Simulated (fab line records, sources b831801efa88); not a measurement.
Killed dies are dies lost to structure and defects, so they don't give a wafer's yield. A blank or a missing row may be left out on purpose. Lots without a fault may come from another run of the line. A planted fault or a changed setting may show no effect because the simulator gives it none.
Which tool did it? | flow sfq_line | 14 lots, 42 wafers sampled, at 4 steps of a route of 325

WHAT THE GAUGES READ, wafer by wafer
The record holds no reading of a measuring or inspecting step that can be judged against a usual standard deviation.

WHICH TOOL RAN EACH LOT (tool, then ch and the chambers of the sampled wafers, then the start)
lot  | SFQ_TRILAYER_L0_DEP_SPUTTER_003 | SFQ_TRILAYER_L0_ETCH_METAL_ETCH_008 | SFQ_TRILAYER_I1_VIA_LITHO_COAT_049 | SFQ_TRILAYER_M2_STRIP_STRIP_061
L831 | pvd_sputter-03, day 1 12:29     | rie_metal-04 ch 0,1, day 3 07:53    | litho_track-04 ch 0, day 13 17:25  | rie_metal-01 ch 0,1, day 20 22:50
L832 | pvd_sputter-06, day 1 17:29     | rie_metal-03 ch 0,1, day 3 13:53    | litho_track-03 ch 0, day 13 22:32  | rie_metal-04 ch 0,1, day 21 06:02
L833 | pvd_sputter-03, day 1 22:29     | rie_metal-03 ch 0,1, day 3 18:41    | litho_track-03 ch 0, day 14 07:23  | rie_metal-03 ch 0,1, day 21 19:02
L835 | pvd_sputter-06, day 2 08:29     | rie_metal-03 ch 0,1, day 4 05:29    | litho_track-03 ch 0, day 14 13:23  | rie_metal-01 ch 0,1, day 22 03:26
L836 | pvd_sputter-06, day 2 13:29     | rie_metal-03 ch 0,1, day 4 09:05    | litho_track-01 ch 0, day 14 23:35  | rie_metal-04 ch 0,1, day 22 16:38
L840 | pvd_sputter-03, day 3 09:29     | rie_metal-02 ch 0,1, day 5 10:23    | litho_track-01 ch 0, day 16 11:56  | rie_metal-01 ch 1, day 24 17:58
L841 | pvd_sputter-03, day 3 14:29     | rie_metal-03 ch 0,1, day 5 17:35    | litho_track-01 ch 0, day 17 00:52  | rie_metal-04 ch 0,1, day 25 12:49
L842 | pvd_sputter-05, day 3 19:29     | rie_metal-04 ch 0,1, day 5 22:23    | litho_track-03 ch 0, day 17 15:56  | rie_metal-03 ch 1, day 26 00:52
L843 | pvd_sputter-03, day 4 00:29     | rie_metal-04 ch 0,1, day 6 01:59    | litho_track-01 ch 0, day 17 17:44  | rie_metal-01 ch 0,1, day 26 04:25
L844 | pvd_sputter-05, day 4 05:29     | rie_metal-03 ch 0,1, day 6 06:47    | litho_track-03 ch 0, day 18 13:00  | rie_metal-03 ch 0,1, day 26 22:33
L846 | pvd_sputter-05, day 4 15:29     | rie_metal-04 ch 0,1, day 6 16:23    | litho_track-01 ch 0, day 18 21:57  | rie_metal-04 ch 0,1, day 27 12:49
L851 | pvd_sputter-06, day 5 16:29     | rie_metal-04 ch 0,1, day 7 18:56    | litho_track-04 ch 0, day 20 11:18  | rie_metal-01 ch 0,1, day 29 03:13
L852 | pvd_sputter-03, day 5 21:29     | rie_metal-04 ch 0,1, day 7 21:11    | litho_track-01 ch 0, day 21 00:30  | rie_metal-03 ch 0,1, day 29 18:49
L853 | pvd_sputter-03, day 6 02:29     | rie_metal-04 ch 0,1, day 8 04:38    | litho_track-01 ch 0, day 21 10:07  | rie_metal-01 ch 0, day 30 12:22
- SFQ_TRILAYER_L0_DEP_SPUTTER_003: material MoNx KI, target thk 40 nm, time 100 s.
- SFQ_TRILAYER_L0_ETCH_METAL_ETCH_008: etches MoNx KI in SF6/O2, stops on SiO2, target depth 50 nm, time 25 s.
- SFQ_TRILAYER_I1_VIA_LITHO_COAT_049: resist thk 650 nm.
- SFQ_TRILAYER_M2_STRIP_STRIP_061: strips in O2.

WHAT THE TOOLS THEMSELVES READ (means of the sampled wafers that have a number; where no wafer has one, the mark that the record gives instead)
SFQ_TRILAYER_L0_DEP_SPUTTER_003. Usual: throttle_valve_pct 30.3 %, standard deviation 0.98.
lot  | tool           | throttle_valve_pct (%) | flag
L831 | pvd_sputter-03 | 29.5                   |
L832 | pvd_sputter-06 | 31.7                   |
L833 | pvd_sputter-03 | 29.5                   |
L835 | pvd_sputter-06 | 31.9                   |
L836 | pvd_sputter-06 | 31.6                   |
L840 | pvd_sputter-03 | 29.2                   |
L841 | pvd_sputter-03 | 29.3                   |
L842 | pvd_sputter-05 | 30.3                   |
L843 | pvd_sputter-03 | 29.3                   |
L844 | pvd_sputter-05 | 30.2                   |
L846 | pvd_sputter-05 | 30.6                   |
L851 | pvd_sputter-06 | 31.6                   |
L852 | pvd_sputter-03 | 29.3                   |
L853 | pvd_sputter-03 | 29.2                   |

SFQ_TRILAYER_L0_ETCH_METAL_ETCH_008. Usual: drypump_motor_current_A 5.9 A, standard deviation 0.36; oes_product_au 0.875 a.u., standard deviation 0.0066; rf_fwd_power_W 590.7 W, standard deviation 2.9.
lot  | tool         | drypump_motor_current_A (A) | oes_product_au (a.u.) | rf_fwd_power_W (W) | flag
L831 | rie_metal-04 | 5.7                         | 0.871                 | 591.0              |
L832 | rie_metal-03 | 5.8                         | 0.872                 | 589.5              |
L833 | rie_metal-03 | 5.9                         | 0.883                 | 589.9              |
L835 | rie_metal-03 | 6.0                         | 0.867                 | 587.6              |
L836 | rie_metal-03 | 5.9                         | 0.871                 | 589.2              |
L840 | rie_metal-02 | 6.0                         | 0.881                 | 591.3              |
L841 | rie_metal-03 | 5.9                         | 0.873                 | 588.8              |
L842 | rie_metal-04 | 6.1                         | 0.869                 | 591.5              |
L843 | rie_metal-04 | 5.7                         | 0.876                 | 590.2              |
L844 | rie_metal-03 | 5.9                         | 0.877                 | 588.2              |
L846 | rie_metal-04 | 5.7                         | 0.872                 | 591.5              |
L851 | rie_metal-04 | 6.1                         | 0.874                 | 589.0              |
L852 | rie_metal-04 | 5.7                         | 0.881                 | 590.7              |
L853 | rie_metal-04 | 6.1                         | 0.877                 | 593.3              |

SFQ_TRILAYER_I1_VIA_LITHO_COAT_049. Usual: spin_speed_rpm 3000.2 rpm, standard deviation 1.9.
lot  | tool           | spin_speed_rpm (rpm) | flag
L831 | litho_track-04 | 3001.1               |
L832 | litho_track-03 | 2999.6               |
L833 | litho_track-03 | 3000.4               |
L835 | litho_track-03 | 3000.2               |
L836 | litho_track-01 | 2999.1               |
L840 | litho_track-01 | 3002.0               |
L841 | litho_track-01 | 3001.5               |
L842 | litho_track-03 | 3002.3               |
L843 | litho_track-01 | 2999.5               |
L844 | litho_track-03 | 3001.5               |
L846 | litho_track-01 | 3001.5               |
L851 | litho_track-04 | 2997.6               |
L852 | litho_track-01 | 2534.6               | OFF
L853 | litho_track-01 | 2531.0               | OFF

SFQ_TRILAYER_M2_STRIP_STRIP_061. Usual: drypump_motor_current_A 5.85 A, standard deviation 0.28; oes_product_au 0.997 a.u., standard deviation 0.01.
lot  | tool         | drypump_motor_current_A (A) | oes_product_au (a.u.) | flag
L831 | rie_metal-01 | 5.77                        | 1.002                 |
L832 | rie_metal-04 | 5.72                        | 0.990                 |
L833 | rie_metal-03 | 5.94                        | 1.009                 |
L835 | rie_metal-01 | 5.80                        | 0.985                 |
L836 | rie_metal-04 | 6.06                        | 0.999                 |
L840 | rie_metal-01 | 5.86                        | 0.993                 |
L841 | rie_metal-04 | 5.72                        | 0.995                 |
L842 | rie_metal-03 | 5.95                        | 1.000                 |
L843 | rie_metal-01 | 5.79                        | 0.993                 |
L844 | rie_metal-03 | 5.91                        | 0.995                 |
L846 | rie_metal-04 | 6.08                        | 1.011                 |
L851 | rie_metal-01 | 5.81                        | 0.992                 |
L852 | rie_metal-03 | 5.89                        | 1.000                 |
L853 | rie_metal-01 | 5.77                        | 0.996                 |

THE ANSWER, worked out from the rows above alone
Rule: a lot is off if the mean of its wafers that have a number lies more than 3 standard deviations from the usual mean. A lot without any number at a reading at which 4 lots or more have one is off too. The other lots that the step has rows for count as sound. The gauges are gone through in route order, then the tools' own readings, and for those a lot's mean is taken as printed above. The first step at which some lot is off is used, and at that step the reading that is off furthest; a lot without a number counts as furthest.
Off: L852, L853, at SFQ_TRILAYER_I1_VIA_LITHO_COAT_049 (spin_speed_rpm).
A tool fits if, at that step or a process step before it, it ran every lot that is off, and no sound lot after the first of them. Can't be told from this: 3 tools fit, pvd_sputter-03 at SFQ_TRILAYER_L0_DEP_SPUTTER_003, rie_metal-04 at SFQ_TRILAYER_L0_ETCH_METAL_ETCH_008, litho_track-01 at SFQ_TRILAYER_I1_VIA_LITHO_COAT_049.

WHAT THE SIMULATOR HAD PUT IN
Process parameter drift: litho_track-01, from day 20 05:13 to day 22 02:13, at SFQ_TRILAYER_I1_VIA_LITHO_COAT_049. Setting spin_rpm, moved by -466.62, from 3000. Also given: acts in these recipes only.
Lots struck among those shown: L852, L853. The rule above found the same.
